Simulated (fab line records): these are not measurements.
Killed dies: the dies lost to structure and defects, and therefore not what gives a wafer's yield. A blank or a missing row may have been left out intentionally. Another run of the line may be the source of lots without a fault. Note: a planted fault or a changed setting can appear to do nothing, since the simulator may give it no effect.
A single fault, viewed from 2 desks / flow gf180mcu / what lay behind the numbers comes last; until then each desk has only its own

## AT THE METROLOGY DESK
What the gauges read, lot by lot, whatever tool the lot ran on: means of the sampled wafers that have a number. If a lot's mean is further than 4 standard deviations from the usual mean, the lot is out of limits and carries the mark OUT (the distance appears in the brackets).
Columns: A = STI_OXIDATION_THK at GF_STI_THK_MEAS_02, usual 9.95 nm; B = STI_CVD_03_THK at GF_STI_THK_MEAS_04, usual 208.6 nm; C = cd_nm at GF_STI_CD_MEAS_12, usual 220.2 nm
lot=L175; first seen here=day 1 16:38; A=9.90; B=210.2; C=219.5
lot=L179; first seen here=day 2 13:30; A=9.74; B=209.0; C=219.5
lot=L182; first seen here=day 3 04:20; A=9.95; B=208.8; C=221.1
lot=L189; first seen here=day 4 15:02; A=9.80; B=209.8; C=220.5
lot=L194; first seen here=day 5 15:31; A=9.97; B=210.1; C=220.5
lot=L196; first seen here=day 6 02:12; A=9.84; B=208.1; C=221.0
This desk found nothing out of limits on any of the 6 lots.

## DESK OF THE TOOL OWNER: rie_si-02
The tool's own readings at GF_STI_ETCH_14 (etches Si in HBr/Cl2/O2, target depth 360 nm, time 102.9 s): means of the sampled wafers that have a number, for each lot that ran on this tool. If a lot's mean is further than 4 standard deviations from the usual mean, the lot is out of limits and carries the mark OUT (the distance appears in the brackets).
Columns: A = drypump_motor_current_A at GF_STI_ETCH_14, usual 5.8 A; B = oes_product_au at GF_STI_ETCH_14, usual 0.999 a.u.; C = run_length_s at GF_STI_ETCH_14, usual 131.1 s; D = throttle_valve_pct at GF_STI_ETCH_14, usual 25.658 %
lot=L179; first seen here=day 3 04:20; A=6.3; B=0.993; C=115.7 (-30) OUT; D=25.660
lot=L182; first seen here=day 3 19:22; A=6.2; B=0.996; C=100.4 (-59) OUT; D=25.667
lot=L196; first seen here=day 6 19:52; A=6.0; B=1.012; C=130.8; D=25.658
This desk finds L179, L182 out of limits, L179 being first, at day 3 04:20 (run_length_s at GF_STI_ETCH_14). L196 stayed within limits.

## BROUGHT TOGETHER
On L179, L182, at day 3 04:20, an alarm was possible from the tool owner's desk.
From the metrology desk's view, nothing was out of limits.
The metrology desk holds a record of L179, L182, inside its limits.
Every lot named ran GF_STI_ETCH_14 on rie_si-02.

## WHAT HAD BEEN PUT IN BY THE SIMULATOR
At GF_STI_ETCH_14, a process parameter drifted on rie_si-02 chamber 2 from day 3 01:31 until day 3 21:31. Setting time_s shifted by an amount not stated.
Struck lots among those shown: L179, L182.
Delay in hours, fault start to first out-of-limits reading, by desk: the tool owner's desk at 3.
